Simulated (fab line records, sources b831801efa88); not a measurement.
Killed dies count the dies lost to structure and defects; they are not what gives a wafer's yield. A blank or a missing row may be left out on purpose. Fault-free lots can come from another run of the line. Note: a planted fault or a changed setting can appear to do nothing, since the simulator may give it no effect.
What tool caused it? ; flow sky130 ; 13 lots, 39 wafers sampled, at 3 steps of a route of 708

WHAT EACH GAUGE READ, for each wafer
SKY_NWELL_RS_MEAS_29: a four-point-probe measurement.
lot;measured;on;NWELL_RS (ohm/sq)
L345;day 5 06:46;film metro-02;625.2 624.8 624.4
L347;day 5 20:09;film metro-04;626.0 625.8 624.4
L348;day 6 03:13;film metro-02;628.5 625.1 626.7
L349;day 6 08:03;film metro-04;627.3 627.9 628.0
L351;day 6 21:16;film metro-03;626.0 624.3 627.3
L354;day 7 13:10;film metro-03;621.9 622.4 621.8
L356;day 8 00:59;film metro-02;623.7 624.8 625.5
L357;day 8 04:58;film metro-02;624.3 625.7 623.0
L358;day 8 15:58;film metro-03;623.5 624.8 626.3
L360;day 9 05:26;film metro-04;628.1 626.7 625.3
L366;day 10 23:11;film metro-02;626.9 628.0 628.8
L367;day 11 07:34;film metro-02;625.5 625.3 624.6
L368;day 11 08:20;film metro-03;621.0 623.9 623.2

SKY_POLY_CUT_OVL_MEAS_09.
lot;measured;on;POLY_CUT_OVL (nm)
L345;day 23 20:05;overlay-01;-5 0 -6
L347;day 25 08:32;overlay-02;5 0 -2
L348;day 25 13:58;overlay-01;-10 1 -2
L349;day 25 18:05;overlay-02;-5 -4 -5
L351;day 26 17:27;overlay-02;-4 -1 2
L354;day 27 10:59;overlay-02;-1 -5 -6
L356;day 28 08:23;overlay-02;1 4 3
L357;day 28 08:18;overlay-01;7 10 1
L358;day 29 00:11;overlay-01;-3 -1 -7
L360;day 29 18:46;overlay-02;4 -9 -2
L366;day 31 19:08;overlay-01;7 -7 11
L367;day 32 03:20;overlay-02;-2 -5 3
L368;day 32 09:52;overlay-02;11 9 8

WHAT TOOL EACH LOT RAN ON (gives the tool, then ch and the chambers of the sampled wafers, and finally the start)
lot;SKY_VT_ADJUST_PCH_DEVELOP_06
L345;litho track-02 ch 0, day 10 08:00
L347;litho track-01 ch 0, day 11 00:00
L348;litho track-04 ch 0, day 11 10:00
L349;litho track-01 ch 0, day 11 15:00
L351;litho track-02 ch 0, day 12 09:00
L354;litho track-01 ch 0, day 13 04:00
L356;litho track-01 ch 0, day 13 23:00
L357;litho track-01 ch 0, day 14 03:00
L358;litho track-01 ch 0, day 14 16:00
L360;litho track-02 ch 0, day 15 08:00
L366;litho track-01 ch 0, day 17 14:00
L367;litho track-04 ch 0, day 18 00:00
L368;litho track-01 ch 0, day 18 03:00
- SKY_VT_ADJUST_PCH_DEVELOP_06: develop time 60 s.

WHAT THE TOOLS THEMSELVES READ (means of the sampled wafers that have a number; where no wafer has one, the mark that the record gives instead)
SKY_VT_ADJUST_PCH_DEVELOP_06.
lot;tool;chill plate temp C (C);developer temp C (C)
L345;litho track-02;22.87;23.01
L347;litho track-01;22.95;22.87
L348;litho track-04;23.03;22.85
L349;litho track-01;23.00;23.03
L351;litho track-02;23.01;23.11
L354;litho track-01;22.87;22.98
L356;litho track-01;23.02;23.04
L357;litho track-01;23.08;22.03
L358;litho track-01;23.07;22.10
L360;litho track-02;23.03;23.05
L366;litho track-01;22.86;22.93
L367;litho track-04;23.09;23.07
L368;litho track-01;22.85;23.04

THE ANSWER, worked out from the rows above alone
Rule: usual is defined by the lots themselves. Put in order of their means at a reading, lots are off if they are a third of the lots or fewer, leave a main group of 4 or more, and stand apart from it by a gap of 3 or more times the standard deviation of the main group's means; of several such gaps the widest counts. The tables above print the reading to a certain number of digits; a main group whose means all agree to those digits is not used. Also off: a lot with no number at a reading for which 4 or more lots have one. All remaining lots with rows at the step are treated as sound. The gauges are gone through in route order, then the tools' own readings, and for those a lot's mean is taken as printed above. The first step at which some lot is off is used, and at that step the reading that is off furthest; a lot without a number counts as furthest.
Off: L357, L358, at SKY_VT_ADJUST_PCH_DEVELOP_06 (developer temp C). The main group has a mean of 23.00 C with a standard deviation of 0.079.
If a tool, at that step or one of the process steps before it, ran each lot that is off and ran no sound lot following the first of them, it fits. Of those tried, none fits.

WHAT HAD BEEN PUT IN BY THE SIMULATOR
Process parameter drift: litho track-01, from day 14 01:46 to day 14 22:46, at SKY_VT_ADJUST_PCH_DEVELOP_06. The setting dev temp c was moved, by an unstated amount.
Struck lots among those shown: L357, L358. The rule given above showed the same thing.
